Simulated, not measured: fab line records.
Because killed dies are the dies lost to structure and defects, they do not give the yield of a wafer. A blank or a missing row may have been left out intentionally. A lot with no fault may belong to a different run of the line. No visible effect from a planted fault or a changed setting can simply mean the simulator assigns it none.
Which of the tools did it?	flow sky130	Sampling: 14 lots, 42 wafers, 6 of 708 route steps

## WHAT THE GAUGES SHOWED, per wafer
SKY_VIA3_BOW_MEAS_03. Usual: for VIA3_BOW the level is 78 um and the standard deviation is 7.8.
lot	measured	on	VIA3_BOW (um)	flag
L299	day 38 17:02	film_metro-02	80 69 81	
L301	day 39 01:43	film_metro-04	96 76 78	
L302	day 39 09:47	film_metro-04	80 77 80	
L303	day 39 21:29	film_metro-04	83 80 85	
L304	day 39 23:50	film_metro-04	81 72 67	
L305	day 40 09:41	film_metro-03	78 80 92	
L306	day 40 20:15	film_metro-03	70 66 68	
L308	day 41 09:18	film_metro-04	93 88 83	
L309	day 41 15:10	film_metro-03	78 72 91	
L310	day 42 01:40	film_metro-04	69 73 71	
L311	day 42 05:18	film_metro-04	77 95 74	
L315	day 43 12:22	film_metro-02	72 81 77	
L316	day 43 13:30	film_metro-03	75 69 78	
L322	day 45 08:18	film_metro-03	81 69 72	

SKY_CAP2M_RS_MEAS_03: the measuring method here is four-point-probe. Usual: for CAP2M_TIN_RS the level is 6.93 ohm/sq and the standard deviation is 0.058.
lot	measured	on	CAP2M_TIN_RS (ohm/sq)	flag
L299	day 39 20:05	film_metro-04	6.87 6.90 6.93	
L301	day 40 05:35	film_metro-01	7.01 7.08 7.03	
L302	day 40 12:04	film_metro-04	6.85 6.91 6.90	
L303	day 41 00:07	film_metro-04	7.00 6.96 6.98	
L304	day 41 01:52	film_metro-03	6.94 6.95 6.94	
L305	day 41 11:34	film_metro-01	6.96 6.94 7.00	
L306	day 41 22:27	film_metro-01	6.87 6.93 6.93	
L308	day 42 10:49	film_metro-01	6.94 6.92 6.91	
L309	day 42 16:27	film_metro-01	6.98 6.85 6.91	
L310	day 43 03:26	film_metro-03	7.03 7.00 6.97	
L311	day 43 06:48	film_metro-04	6.86 6.95 6.90	
L315	day 44 12:59	film_metro-01	- - -	OFF
L316	day 44 13:56	film_metro-01	- - -	OFF
L322	day 46 06:32	film_metro-03	6.96 6.93 6.98	

SKY_CAP2M_THK_MEAS_04: measures by xrf. Usual: for CAP2M_TIN_THK the level is 200.8 nm and the standard deviation is 1.9.
lot	measured	on	CAP2M_TIN_THK (nm)	flag
L299	day 39 20:11	film_metro-04	201.4 200.2 199.3	
L301	day 40 05:42	film_metro-01	200.0 197.4 199.3	
L302	day 40 12:11	film_metro-04	203.6 201.3 201.7	
L303	day 41 00:14	film_metro-04	197.7 198.6 197.9	
L304	day 41 01:59	film_metro-03	200.1 199.1 201.2	
L305	day 41 11:41	film_metro-01	200.6 201.1 200.0	
L306	day 41 22:33	film_metro-01	201.8 201.7 201.2	
L308	day 42 10:55	film_metro-01	202.1 202.4 203.6	
L309	day 42 16:33	film_metro-01	201.6 204.0 201.8	
L310	day 43 03:32	film_metro-03	197.2 199.8 199.1	
L311	day 43 06:55	film_metro-04	202.3 199.3 202.0	
L315	day 44 13:05	film_metro-01	<0.0 <0.0 <0.0	OFF
L316	day 44 14:03	film_metro-01	<0.0 <0.0 <0.0	OFF
L322	day 46 06:38	film_metro-03	199.8 200.8 199.4	

## EACH LOT AND THE TOOL THAT RAN IT (in order: tool; ch and the chambers of the sampled wafers; start)
lot	SKY_METAL3_STRIP_19	SKY_VIA3_ETCH_14	SKY_CAP2M_SPUTTER_02
L299	plasma_asher-04 ch 0,1, day 38 15:52	rie_diel-01 ch 1,2, day 39 18:21	pvd_sputter-02, day 39 19:57
L301	plasma_asher-01 ch 0, day 39 00:20	rie_diel-04 ch 0,3, day 40 03:12	pvd_sputter-04, day 40 05:28
L302	plasma_asher-04 ch 0,1, day 39 08:40	rie_diel-04 ch 0,1, day 40 10:09	pvd_sputter-04, day 40 11:57
L303	plasma_asher-03 ch 0,1, day 39 20:22	rie_diel-03 ch 1,3, day 40 22:17	pvd_sputter-02, day 41 00:00
L304	plasma_asher-03 ch 0,1, day 39 22:40	rie_diel-03 ch 0,3, day 41 00:08	pvd_sputter-01, day 41 01:44
L305	plasma_asher-04 ch 0,1, day 40 08:26	rie_diel-03 ch 0,1,3, day 41 09:50	pvd_sputter-01, day 41 11:26
L306	plasma_asher-04 ch 0,1, day 40 19:07	rie_diel-04 ch 0,2,3, day 41 20:41	pvd_sputter-04, day 41 22:18
L308	plasma_asher-04 ch 0,1, day 41 08:10	rie_diel-04 ch 0,2, day 42 09:05	pvd_sputter-01, day 42 10:41
L309	plasma_asher-03 ch 0,1, day 41 14:03	rie_diel-04 ch 2,3, day 42 14:35	pvd_sputter-04, day 42 16:18
L310	plasma_asher-01 ch 0,1, day 42 00:31	rie_diel-04 ch 0,1, day 43 01:41	pvd_sputter-01, day 43 03:18
L311	plasma_asher-03 ch 0,1, day 42 04:02	rie_diel-04 ch 0,1,2, day 43 05:05	pvd_sputter-02, day 43 06:41
L315	plasma_asher-03 ch 0,1, day 43 11:14	rie_diel-04 ch 0,1,3, day 44 11:12	pvd_sputter-01, day 44 12:50
L316	plasma_asher-03 ch 0,1, day 43 12:23	rie_diel-01 ch 0,2,3, day 44 12:11	pvd_sputter-01, day 44 13:49
L322	plasma_asher-03 ch 0,1, day 45 07:10	rie_diel-01 ch 0,1, day 46 04:45	pvd_sputter-04, day 46 06:24
- SKY_METAL3_STRIP_19: strips in O2/N2.
- SKY_VIA3_ETCH_14: etches BARC in N2/H2, stops on SiO2, time 45.9 s, target depth 60 nm.
- SKY_CAP2M_SPUTTER_02: material TiN, target thk 200 nm, time 166.7 s.

## AS READ BY THE TOOLS THEMSELVES (means over the sampled wafers that have a number; for cases with no such wafer, the mark the record gives instead)
SKY_METAL3_STRIP_19. Usual: drypump_motor_current_A 5.7 A, standard deviation 0.33; n2_flow_sccm 300.1 sccm, standard deviation 0.8; oes_product_au 0.503 a.u., standard deviation 0.0052; strip_time_to_endpoint_s 6.55 s, standard deviation 0.074.
lot	tool	drypump_motor_current_A (A)	n2_flow_sccm (sccm)	oes_product_au (a.u.)	strip_time_to_endpoint_s (s)	flag
L299	plasma_asher-04	6.1	300.3	0.502	6.51	
L301	plasma_asher-01	5.0	300.2	0.506	6.58	
L302	plasma_asher-04	6.1	300.1	0.506	6.61	
L303	plasma_asher-03	5.5	299.8	0.511	6.67	
L304	plasma_asher-03	5.5	300.6	0.502	6.46	
L305	plasma_asher-04	6.1	299.7	0.502	6.48	
L306	plasma_asher-04	6.2	299.6	0.502	6.55	
L308	plasma_asher-04	6.1	299.9	0.497	6.40	
L309	plasma_asher-03	5.5	300.5	0.503	6.61	
L310	plasma_asher-01	5.6	300.3	0.495	6.48	
L311	plasma_asher-03	5.5	299.9	0.507	6.56	
L315	plasma_asher-03	5.5	300.1	0.504	6.55	
L316	plasma_asher-03	5.6	300.8	0.506	6.62	
L322	plasma_asher-03	5.5	299.8	0.510	6.68	

SKY_VIA3_ETCH_14. Usual: bias_w 100.0 W, standard deviation 0.31; drypump_motor_current_A 5.7 A, standard deviation 0.37; n2_flow_sccm 100.02 sccm, standard deviation 0.29; oes_product_au 0.855 a.u., standard deviation 0.0046; throttle_valve_pct 13.225 %, standard deviation 0.0087.
lot	tool	bias_w (W)	drypump_motor_current_A (A)	n2_flow_sccm (sccm)	oes_product_au (a.u.)	throttle_valve_pct (%)	flag
L299	rie_diel-01	100.3	6.1	99.83	0.857	13.228	
L301	rie_diel-04	100.2	5.9	100.28	0.851	13.227	
L302	rie_diel-04	99.9	6.1	99.95	0.855	13.222	
L303	rie_diel-03	100.2	5.9	100.06	0.855	13.222	
L304	rie_diel-03	100.0	5.6	100.24	0.856	13.224	
L305	rie_diel-03	100.2	5.6	99.97	0.857	13.228	
L306	rie_diel-04	99.9	5.8	100.19	0.857	13.228	
L308	rie_diel-04	99.8	6.0	99.91	0.856	13.223	
L309	rie_diel-04	100.3	5.6	99.91	0.857	13.230	
L310	rie_diel-04	99.8	6.0	100.19	0.856	13.223	
L311	rie_diel-04	100.1	5.9	99.94	0.853	13.224	
L315	rie_diel-04	100.1	5.9	100.04	0.859	13.226	
L316	rie_diel-01	100.0	5.8	100.22	0.855	13.229	
L322	rie_diel-01	100.0	5.9	100.02	0.857	13.228	

SKY_CAP2M_SPUTTER_02. Usual: cathode_dc_power_W 6500.0 W, standard deviation 1.2; chamber_pressure_pa 0.4001 Pa, standard deviation 0.00075; throttle_valve_pct 29.8 %, standard deviation 0.9.
lot	tool	cathode_dc_power_W (W)	chamber_pressure_pa (Pa)	throttle_valve_pct (%)	flag
L299	pvd_sputter-02	6499.8	0.3996	30.1	
L301	pvd_sputter-04	6498.9	0.4012	29.2	
L302	pvd_sputter-04	6499.4	0.4007	29.7	
L303	pvd_sputter-02	6500.0	0.3994	30.2	
L304	pvd_sputter-01	6499.9	0.4002	30.4	
L305	pvd_sputter-01	6500.2	0.4006	29.3	
L306	pvd_sputter-04	6499.7	0.4002	30.1	
L308	pvd_sputter-01	6499.7	0.3998	29.5	
L309	pvd_sputter-04	6500.9	0.4005	30.5	
L310	pvd_sputter-01	6501.1	0.3995	28.7	
L311	pvd_sputter-02	6500.9	0.3997	30.0	
L315	pvd_sputter-01	-	-	-	OFF
L316	pvd_sputter-01	-	-	-	OFF
L322	pvd_sputter-04	6499.2	0.3990	29.5	

## THE ANSWER, worked out from the rows above alone
Rule: a lot counts as off when the mean over its wafers that have a number is more than 3 standard deviations away from the usual mean. Also off: a lot with no number at a reading for which 4 or more lots have one. Where the step has rows for the other lots, those lots are counted as sound. First the gauges in route order, then the tools' own readings, where a lot's mean is used as printed above. The first step at which some lot is off is used, and at that step the reading that is off furthest; a lot without a number counts as furthest.
Off: at SKY_CAP2M_RS_MEAS_03 (CAP2M_TIN_RS), L315, L316. Without a number there: L315, L316.
A tool fits if, at a process step before that reading, it ran every lot that is off, and no sound lot after the first of them. Not tried: the gauges at SKY_CAP2M_RS_MEAS_03; whatever is off there is also off at SKY_CAP2M_SPUTTER_02, on other tools, and gauge error can't account for it. One candidate fits, namely pvd_sputter-01 at SKY_CAP2M_SPUTTER_02. Its last sound lot is L310 (day 43 03:18), its first lot that is off L315 (day 44 12:50): a fault that began between those two fits.
Blank at SKY_CAP2M_SPUTTER_02 on the lots that are off, where sound lots have numbers: cathode_dc_power_W, chamber_pressure_pa, throttle_valve_pct.

## WHAT THE SIMULATOR PUT IN
Whole step skipped at SKY_CAP2M_SPUTTER_02 on pvd_sputter-01, starting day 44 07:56. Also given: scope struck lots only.
Shown lots that were struck: L315, L316. Same finding as the rule above.
